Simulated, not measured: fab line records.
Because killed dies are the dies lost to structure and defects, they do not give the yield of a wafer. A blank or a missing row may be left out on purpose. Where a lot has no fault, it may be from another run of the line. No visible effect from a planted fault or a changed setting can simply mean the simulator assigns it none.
Code-filled problem report in 8D (eight disciplines) form :: flow gf180mcu :: the parts of the form that need people (team, actions taken, sign-off) are left out

1. WHAT WENT WRONG
Mean LVPWELL_TW at GF_LVPWELL_TW_MEAS_11: 538 over 6 wafers in 2 lots; fault-free wafers: 570, standard deviation 3.8. Measured from the usual mean, that is -8.3 standard deviations.
First seen on wafer L764.2, day 7 00:20, on film metro-01. Wafers with a number at this step in the record: 36, from 12 lots. By rule, "out" or "out of limits" means more than 4 standard deviations away from the usual mean. Any other wafer with a number is counted as sound.

2. WHAT THIS IS AND IS NOT
question: which readings at this step
is: LVPWELL_TW
is not: -

question: which lots
is: L764, L765
is not: L754, L757, L758, L759, L760, L761, L762, L766, L768, L773

question: which wafers of those lots
is: all that have a number
is not: -

question: read on which gauges
is: film metro-01, film metro-02
is not: film metro-03

question: when
is: from day 7 00:20
is not: up to then (21 sound wafers); but 9 sound wafers of L766, L768, L773 came after

3. WHAT RULES OUT EACH SUSPECT
Counting: a tool at any process step up to the reading remains a suspect when it ran all the lots that are out and ran no sound lot after the first of those.
- ruled out: the gauge at GF_LVPWELL_TW_MEAS_11. The wafers that are out were read on 2 gauges (film metro-01, film metro-02).
- implanter-03 at GF_LVPWELL_IMPLANT_09: kept. All lots that are out passed through it, beginning with L764 at day 7 00:07, and no sound lot followed; its final sound lot before that point was L762 at day 6 13:01. Out on those wafers are its own readings of dose ions cm2, faraday current uA.
After counting, what remains is implanter-03 at GF_LVPWELL_IMPLANT_09.

4. THE CAUSE (what the simulator had put in)
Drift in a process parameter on implanter-03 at GF_LVPWELL_IMPLANT_09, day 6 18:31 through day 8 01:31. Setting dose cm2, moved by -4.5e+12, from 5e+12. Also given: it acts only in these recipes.
After counting, this tool was the only one left.

5. THE EFFECT CHAIN, in route order
Each row: a reading whose mean over the struck wafers that have a number lies more than 3 standard deviations from the usual. Only readings for which the record gives a usual standard deviation are gone through. hours: the time from each lot's start at the first step in this table that gives one to its start at this step, as a median over the lots. sigmas: the change in usual standard deviations.
hours: 0
step: GF_LVPWELL_IMPLANT_09
reading: dose ions cm2
usual: 5e+12
on struck wafers: 5e+11
change: -4e+12
sigmas: -99 or more

hours: 0
step: GF_LVPWELL_IMPLANT_09
reading: faraday current uA
usual: 28.3
on struck wafers: 2.8
change: -25.5
sigmas: -48

hours: 0
step: GF_LVPWELL_TW_MEAS_11
reading: LVPWELL_TW
usual: 570
on struck wafers: 538
change: -32
sigmas: -8.3

hours: 107
step: GF_VT_IMPLANT_RS_MEAS_48
reading: LVPWELL_RS
usual: 1197 ohm/sq
on struck wafers: 1489
change: +292
sigmas: +75
It contains these process steps:
- GF_LVPWELL_IMPLANT_09
Later steps that measure or inspect, where all struck wafers having a row at the step show a number for every such reading and not one has moved that far: GF_VT_IMPLANT_OVL_MEAS_18, GF_DUAL_GATE_THK_MEAS_03.

6. WHAT WOULD HAVE CAUGHT IT SOONER
The first out-of-limits reading at a measuring or inspecting step in this record came at day 7 00:20, 6 hours after the fault's start at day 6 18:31.
Tool's own readings at GF_LVPWELL_IMPLANT_09, dose ions cm2, faraday current uA: out on all struck wafers the step has rows for; an alarm limit on them would have tripped on the first.
L765, from the lots that are out (2), started GF_LVPWELL_IMPLANT_09 on implanter-03 later than day 7 00:20. A tool hold placed at that time would have kept it from harm.
